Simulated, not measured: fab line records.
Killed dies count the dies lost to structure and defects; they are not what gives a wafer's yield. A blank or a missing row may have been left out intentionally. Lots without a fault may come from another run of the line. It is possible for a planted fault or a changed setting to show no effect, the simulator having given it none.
fab line records    flow sky130
record lots=6  wafers=18  last-day=51
route steps=708 shown SD_N@344 PAD_OPEN@708
lots with no fault: from the same line, run without faults
start-h: the number of hours between the record's first day and the start of the first shown wafer of the lot    wait-h: hours from the lot's prior step to this one    " same as the row above    L1.1+2: a row that stands for several wafers    - no value present, or no start provided    * or withheld: withheld    < > ~ a bound
route shown NAME@n: names a module that has steps shown in the file, with the first one's number in the route    usual: average and standard deviation across the fault-free wafers    same: alike in all rows    chamber/n: place in a boat    sites: per-site readings    _std_site: the values' standard deviation    _edge_site: the outer-site mean with the inner-site mean subtracted    radius-mm: for every site, how far away it sits from the centre of the wafer    mask NAME#n: copy n    behind: the last tool/chamber to shape the wafer    hold: why the lot was held/for how many hours/how that ended    device: the transistor (n, p or np) that didn't switch    end of line: the same wafers' tests at the end of the route    a step without rows: its recipe alone    killed: not the wafer's yield, but the dies lost to structure and defects at the first sort    map: a wafer's dies, x killed, . not, _ none there
set.NAME: the run value of the setting; set.NAME@STEP: its run value at that earlier step    model.NAME: the simulator's own value behind a step, which no gauge read
a table for each step, a row for each wafer; lots at some steps of the route
services: the hour from which a tool's chamber was out of use, counted from the record's first day as start-h (under 0 if before that day), plus the number of hours and why
## steps
# step SKY_SD_N_COAT_02
# recipe resist=NOVOLAK  spin-rpm=3000  resist-thk-nm=1140
# step SKY_SD_N_SOFTBAKE_03
# recipe temp-c=90  time-s=60  resist=NOVOLAK
# step SKY_SD_N_EXPOSE_04
# recipe mask-id=NSDM  na=0.6  source-shape=conventional  sigma-outer=0.6  polarization=unpolarized  target-cd-nm=380  dose-mj=141
# step SKY_SD_N_PEB_05
# recipe temp-c=withheld  time-s=*  resist=NOVOLAK
# step SKY_SD_N_DEVELOP_06
# recipe resist=NOVOLAK  developer=TMAH  develop-time-s=60  dev-temp-c=23
# step SKY_SD_N_CD_MEAS_07
# recipe target-cd-nm=380
# usual cd-nm=380.2/2.1
lot.wafer  tool       chamber  start-h  wait-h  cd-nm
L724.3     cd-sem-01  -        692.86   0.1     377.4
L724.4     "          -        "        "       377.5
L724.5     "          -        "        "       375.7
L730.3     cd-sem-01  -        751.62   0.1     377.5
L730.4     "          -        "        "       378.1
L730.6     "          -        "        "       375.1
L731.1     cd-sem-01  -        755.24   0.1     377.8
L731.2     "          -        "        "       378.2
L731.5     "          -        "        "       380.1
L735.1     cd-sem-02  -        785.33   0.1     378.7
L735.2     "          -        "        "       377.4
L735.6     "          -        "        "       375.5
L738.1     cd-sem-02  -        805.87   0.1     382.4
L738.2     "          -        "        "       382.2
L738.6     "          -        "        "       380.2
L741.3     cd-sem-02  -        853.76   0.1     380.8
L741.4     "          -        "        "       381.9
L741.5     "          -        "        "       381.1
# step SKY_SD_N_OVL_MEAS_08
# usual SD_N_OVL=1.9/1.3
lot.wafer  tool        chamber  start-h  wait-h  SD_N_OVL[nm]
L724.3     overlay-01  -        692.95   0.1     0.2
L724.4     "           -        "        "       3.0
L724.5     "           -        "        "       -0.2
L730.3     overlay-01  -        751.72   0.1     -0.7
L730.4     "           -        "        "       0.3
L730.6     "           -        "        "       -0.2
L731.1     overlay-02  -        755.36   0.1     4.4
L731.2     "           -        "        "       2.4
L731.5     "           -        "        "       1.4
L735.1     overlay-01  -        785.45   0.1     1.9
L735.2     "           -        "        "       3.0
L735.6     "           -        "        "       2.2
L738.1     overlay-02  -        805.99   0.1     2.2
L738.2     "           -        "        "       2.3
L738.6     "           -        "        "       2.1
L741.3     overlay-01  -        853.85   0.1     3.8
L741.4     "           -        "        "       3.0
L741.5     "           -        "        "       3.9
# step SKY_SD_N_IMPLANT_09
# recipe species=As  energy-kev=50  dose-cm2=4e+15  tilt-deg=0
# step SKY_SD_N_IMPLANT_10
# recipe species=P  energy-kev=20  dose-cm2=1e+14  tilt-deg=0
# step SKY_SD_N_STRIP_11
# recipe chemistry=O2/N2  power-w=1400  pressure-mtorr=1500  platen-temp-c=withheld  o2-flow-sccm=3000  n2-flow-sccm=300  overash-fraction=0.5
# usual chamber-pressure-mTorr=1500.0/1.2  drypump-motor-current-A=6.03/0.25  oes-product-au=0.527/0.0045  strip-time-to-endpoint-s=22.53/0.042
lot.wafer  tool             chamber  start-h  wait-h  chamber-pressure-mTorr  drypump-motor-current-A  oes-product-au  rf-hours-counter-h  strip-time-to-endpoint-s
L724.3     plasma-asher-02  0        693.31   0.1     1502.6                  6.33                     0.521           -                   22.54
L724.4     "                1        "        "       1498.8                  5.80                     0.529           -                   22.50
L724.5     "                0        "        "       1500.4                  6.33                     0.533           -                   22.57
L730.3     plasma-asher-02  0        752.07   0.1     1499.9                  6.34                     0.531           -                   22.55
L730.4     "                1        "        "       1499.5                  5.81                     0.528           -                   22.51
L730.6     "                1        "        "       1499.5                  5.82                     0.524           -                   22.56
L731.1     plasma-asher-04  0        755.69   0.1     1498.9                  6.37                     0.529           95                  22.56
L731.2     "                1        "        "       1499.2                  5.78                     0.536           95                  22.55
L731.5     "                0        "        "       1499.4                  6.35                     0.522           -                   22.55
L735.1     plasma-asher-02  0        785.79   0.1     1500.0                  6.33                     0.521           68                  22.48
L735.2     "                1        "        "       1502.1                  5.82                     0.532           68                  22.49
L735.6     "                1        "        "       1500.8                  5.80                     0.527           -                   22.46
L738.1     plasma-asher-04  1        806.32   0.1     1502.3                  5.79                     0.525           99                  22.46
L738.2     "                0        "        "       1501.1                  6.40                     0.527           99                  22.45
L738.6     "                1        "        "       1500.9                  5.79                     0.521           -                   22.53
L741.3     plasma-asher-01  1        854.21   0.1     1499.6                  6.00                     0.527           -                   22.58
L741.4     "                0        "        "       1500.5                  5.82                     0.533           -                   22.56
L741.5     "                1        "        "       1500.3                  5.98                     0.528           -                   22.51
# step SKY_SD_N_TW_MEAS_12
# usual SD_N_TW=3964/45
lot.wafer  tool           chamber  start-h  wait-h  SD_N_TW
L724.3     film-metro-04  -        693.39   0.1     3937
L724.4     "              -        "        "       3969
L724.5     "              -        "        "       3963
L730.3     film-metro-03  -        752.16   0.1     3921
L730.4     "              -        "        "       3905
L730.6     "              -        "        "       3942
L731.1     film-metro-04  -        755.79   0.1     3917
L731.2     "              -        "        "       3916
L731.5     "              -        "        "       3916
L735.1     film-metro-02  -        785.89   0.1     3996
L735.2     "              -        "        "       4002
L735.6     "              -        "        "       4012
L738.1     film-metro-03  -        806.42   0.1     3922
L738.2     "              -        "        "       3939
L738.6     "              -        "        "       3935
L741.3     film-metro-03  -        854.29   0.1     3945
L741.4     "              -        "        "       3942
L741.5     "              -        "        "       3956
# step SKY_SD_N_CLEAN_13
# recipe chemistry=SC1/SC2  mix=1:4:20  temp-c=70  time-s=150  dry=n2-spin
# step SKY_SD_N_RTA_14
# recipe temp-c=1075  time-s=2  idle-temp-c=650  ramp-up-c-per-s=150  ramp-down-c-per-s=90  ambient=N2
# usual lamp-power-pct=15.74/0.052  ramp-down-c-per-s=90.001/0.017  wafer_temp_C_max=1078.1/1.2
lot.wafer  tool           chamber  start-h  wait-h  lamp-power-pct  ramp-down-c-per-s  wafer_temp_C_max
L724.3     rtp-anneal-01  0        693.50   0.0     15.76           89.997             1076.3
L724.4     "              0        "        "       15.75           89.972             1078.5
L724.5     "              0        "        "       15.85           89.996             1076.7
L730.3     rtp-anneal-01  0        752.27   0.0     15.72           89.994             1076.3
L730.4     "              0        "        "       15.76           90.015             1079.9
L730.6     "              0        "        "       15.68           89.998             1077.0
L731.1     rtp-anneal-02  0        755.90   0.0     15.77           90.018             1079.8
L731.2     "              0        "        "       15.76           90.024             1077.3
L731.5     "              0        "        "       15.76           90.011             1077.4
L735.1     rtp-anneal-02  0        786.00   0.0     15.76           90.019             1078.7
L735.2     "              0        "        "       15.74           90.003             1078.0
L735.6     "              0        "        "       15.77           90.018             1079.1
L738.1     rtp-anneal-02  0        806.53   0.0     15.63           89.992             1078.0
L738.2     "              0        "        "       15.72           89.999             1079.9
L738.6     "              0        "        "       15.73           90.022             1076.9
L741.3     rtp-anneal-01  0        854.40   0.0     15.87           90.020             1078.3
L741.4     "              0        "        "       15.72           90.010             1079.0
L741.5     "              0        "        "       15.79           90.037             1076.6
# step SKY_SD_N_RS_MEAS_16
# recipe thk-meas-gauge=four-point-probe
# usual SD_N_RS=68.59/0.12
lot.wafer  tool           chamber  start-h  wait-h  hold                      SD_N_RS[ohm/sq]
L724.3     film-metro-02  -        693.70   0.1     -                         68.63
L724.4     "              -        "        "       -                         68.68
L724.5     "              -        "        "       -                         68.44
L730.3     film-metro-02  -        752.46   0.1     -                         68.48
L730.4     "              -        "        "       -                         68.48
L730.6     "              -        "        "       -                         68.76
L731.1     film-metro-02  -        756.08   0.1     -                         68.55
L731.2     "              -        "        "       -                         68.60
L731.5     "              -        "        "       -                         68.46
L735.1     film-metro-04  -        786.18   0.1     await-dispo/0.2h/release  51.71
L735.2     "              -        "        "       await-dispo/0.2h/release  51.77
L735.6     "              -        "        "       await-dispo/0.2h/release  51.83
L735.1     film-metro-04  -        786.54   0.3     -                         51.76
L735.2     "              -        "        "       -                         51.79
L735.6     "              -        "        "       -                         51.79
L738.1     film-metro-02  -        806.71   0.1     await-dispo/0.2h/release  51.84
L738.2     "              -        "        "       await-dispo/0.2h/release  51.77
L738.6     "              -        "        "       await-dispo/0.2h/release  51.65
L738.1     film-metro-02  -        807.07   0.3     -                         51.72
L738.2     "              -        "        "       -                         51.78
L738.6     "              -        "        "       -                         51.73
L741.3     film-metro-03  -        854.60   0.1     -                         68.45
L741.4     "              -        "        "       -                         68.30
L741.5     "              -        "        "       -                         68.49
# step SKY_PAD_OPEN_PROBE_99
# usual defect-limited-yield=82.4/2  killed_at_M0_to_M3=43/6.8  killed_at_M4_up=3.1/1.8  killed-at-contacts=25/5.8  killed-at-front-end=15/4.2  killed-at-other=0.3/0.5  killed-dies=87/9.7  killed-open=47/7.3  killed-short=39/6.6  sort_bin_3_pad_short=0.9/0.37  sort_bin_5_function=10.4/1.4  sort_bin_6_memory=6.3/1.1  sort-n-pass=405/9.7  sort-yield-pct=82.4/2
# same gross-dies=492  killed-at-back-side=0  sort_bin_4_leakage[%]=0  sort_bin_8_speed[%]=0
lot.wafer  tool       chamber  start-h  wait-h  defect-limited-yield[%]  killed_at_M0_to_M3  killed_at_M4_up  killed-at-contacts  killed-at-front-end  killed-at-other  killed-dies  killed-open  killed-short  sort_bin_3_pad_short[%]  sort_bin_5_function[%]  sort_bin_6_memory[%]  sort-n-pass  sort-yield-pct[%]
L724.3     prober-02  -        1111.20  0.2     82.9                     43                  3                22                  16                   0                84           44           40            0.2                      8.7                     8.1                   408          82.9
L724.4     prober-02  -        1111.25  0.2     82.3                     43                  2                24                  18                   0                87           43           44            1.2                      10.4                    6.1                   405          82.3
L724.5     prober-02  -        1111.30  0.2     82.7                     48                  3                23                  11                   0                85           50           35            0.6                      10.8                    5.9                   407          82.7
L730.3     prober-02  -        1155.66  0.2     82.3                     40                  5                31                  11                   0                87           44           43            2.0                      9.8                     5.9                   405          82.3
L730.4     prober-02  -        1155.71  0.2     80.5                     48                  3                32                  13                   0                96           49           47            0.4                      10.8                    8.3                   396          80.5
L730.6     prober-02  -        1155.81  0.2     78.7                     56                  3                31                  15                   0                105          53           52            1.0                      13.2                    7.1                   387          78.7
L731.1     prober-01  -        1155.68  0.1     79.9                     52                  0                27                  20                   0                99           49           50            1.0                      10.4                    8.7                   393          79.9
L731.2     prober-01  -        1155.73  0.1     81.3                     51                  1                21                  18                   1                92           51           41            0.8                      11.6                    6.3                   400          81.3
L731.5     prober-01  -        1155.88  0.2     79.7                     59                  4                21                  16                   0                100          48           52            1.6                      11.0                    7.7                   392          79.7
L741.3     prober-02  -        1214.76  0.2     82.1                     42                  2                31                  13                   0                88           51           37            0.6                      11.2                    6.1                   404          82.1
L741.4     prober-02  -        1214.81  0.2     83.9                     35                  2                28                  14                   0                79           41           38            0.2                      8.7                     7.1                   413          83.9
L741.5     prober-02  -        1214.86  0.2     81.3                     40                  4                28                  19                   1                92           48           44            0.8                      10.6                    7.3                   400          81.3
# killed by level:class
L724.3 VIA2:geometric-particle:open=10 LI_CONTACT:geometric-particle:open=7 METAL2:geometric-particle:short=7 METAL1:geometric-particle:short=6 VIA3:geometric-particle:open=6 CONTACT:geometric-particle:open=5 POLY_GATE:geometric-particle:open=5 LI_CONTACT:geometric-particle:short=5
L724.4 VIA1:geometric-particle:open=11 FIELD_ISO:geometric-particle:open=7 METAL1:geometric-particle:short=6 LI_CONTACT:geometric-particle:open=6 VIA1:geometric-particle:short=6 POLY_GATE:geometric-particle:short=5 CONTACT:geometric-particle:short=5 CONTACT:geometric-particle:open=5
L724.5 VIA3:geometric-particle:open=13 VIA1:geometric-particle:open=9 CONTACT:geometric-particle:short=8 CONTACT:geometric-particle:open=7 VIA2:geometric-particle:open=5 LI_CONTACT:geometric-particle:open=5 VIA1:geometric-particle:short=5 METAL1:geometric-particle:open=4
L730.3 CONTACT:geometric-particle:open=9 METAL2:geometric-particle:short=8 LI_CONTACT:geometric-particle:open=8 VIA1:geometric-particle:open=7 METAL1:geometric-particle:short=6 LI_CONTACT:geometric-particle:short=5 CONTACT:geometric-particle:short=5 POLY_GATE:geometric-particle:open=4
L731.1 VIA1:geometric-particle:open=21 CONTACT:geometric-particle:open=7 FIELD_ISO:geometric-particle:short=6 LI_CONTACT:geometric-particle:open=6 LOCAL_INTERCONNECT:geometric-particle:short=6 CONTACT:geometric-particle:short=6 METAL1:geometric-particle:short=6 METAL2:geometric-particle:short=6
L730.4 VIA1:geometric-particle:open=12 CONTACT:geometric-particle:short=10 LI_CONTACT:geometric-particle:open=8 VIA2:geometric-particle:open=6 METAL1:geometric-particle:short=6 VIA3:geometric-particle:open=6 METAL2:geometric-particle:short=5 LI_CONTACT:geometric-particle:short=5
L731.2 VIA1:geometric-particle:open=16 CONTACT:geometric-particle:open=8 VIA3:geometric-particle:open=7 POLY_GATE:geometric-particle:short=6 METAL1:geometric-particle:short=5 METAL2:geometric-particle:short=5 FIELD_ISO:geometric-particle:open=4 LOCAL_INTERCONNECT:geometric-particle:short=4
L730.6 VIA1:geometric-particle:open=15 VIA3:geometric-particle:open=11 CONTACT:geometric-particle:open=9 METAL2:geometric-particle:short=9 LI_CONTACT:geometric-particle:short=6 LI_CONTACT:geometric-particle:open=6 VIA1:geometric-particle:short=6 VIA2:geometric-particle:open=6
L731.5 METAL2:geometric-particle:short=11 VIA1:geometric-particle:open=9 CONTACT:geometric-particle:open=9 FIELD_ISO:geometric-particle:short=8 VIA2:geometric-particle:open=8 METAL1:geometric-particle:short=7 METAL3:geometric-particle:short=5 VIA1:geometric-particle:short=5
L741.3 CONTACT:geometric-particle:open=14 VIA3:geometric-particle:open=11 LI_CONTACT:geometric-particle:open=6 CONTACT:geometric-particle:short=6 VIA1:geometric-particle:open=6 FIELD_ISO:geometric-particle:open=5 VIA1:geometric-particle:short=5 VIA2:geometric-particle:open=5
L741.4 CONTACT:geometric-particle:open=9 LOCAL_INTERCONNECT:geometric-particle:short=8 VIA1:geometric-particle:short=6 VIA2:geometric-particle:open=6 VIA1:geometric-particle:open=5 VIA3:geometric-particle:open=5 POLY_GATE:geometric-particle:open=4 LI_CONTACT:geometric-particle:open=4
L741.5 CONTACT:geometric-particle:open=11 FIELD_ISO:geometric-particle:short=10 VIA1:geometric-particle:open=8 LI_CONTACT:geometric-particle:open=6 FIELD_ISO:geometric-particle:open=5 LOCAL_INTERCONNECT:geometric-particle:short=5 CONTACT:geometric-particle:short=5 VIA2:geometric-particle:open=5
## services
tool             chamber  start-h  hours  kind
plasma-asher-02  -        688.67   2.8    pm
plasma-asher-01  -        732.68   15.6   pm
plasma-asher-01  -        756.93   2.8    pm
rtp-anneal-02    -        758.50   0.8    pm
plasma-asher-04  -        787.98   3.2    repair
rtp-anneal-02    -        788.74   6.7    pm
plasma-asher-04  -        825.93   1.8    repair
## key
first-sign step=SKY_SD_N_RS_MEAS_16  reading=visit  direction=added
effect step=SKY_SD_N_RS_MEAS_16  reading=SD_N_RS  direction=down  sigmas=99+  usual=68.59  struck=51.76
met-at SKY_SD_N_RTA_14
struck-wafers L735.1,L735.2,L735.6,L738.1,L738.2,L738.6
scrapped-behind SKY_SD_N_RS_MEAS_16 L735.1,L735.2,L735.6,L738.1,L738.2,L738.6
onset-between 755.90 786.00
fault kind=process-parameter-drift  tool=rtp-anneal-02  chamber=-  onset-h=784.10  steps=SKY_SD_N_RTA_14  channel=time-s  offset=*  shape=step  end-h=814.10  acts-in=*  stated=*
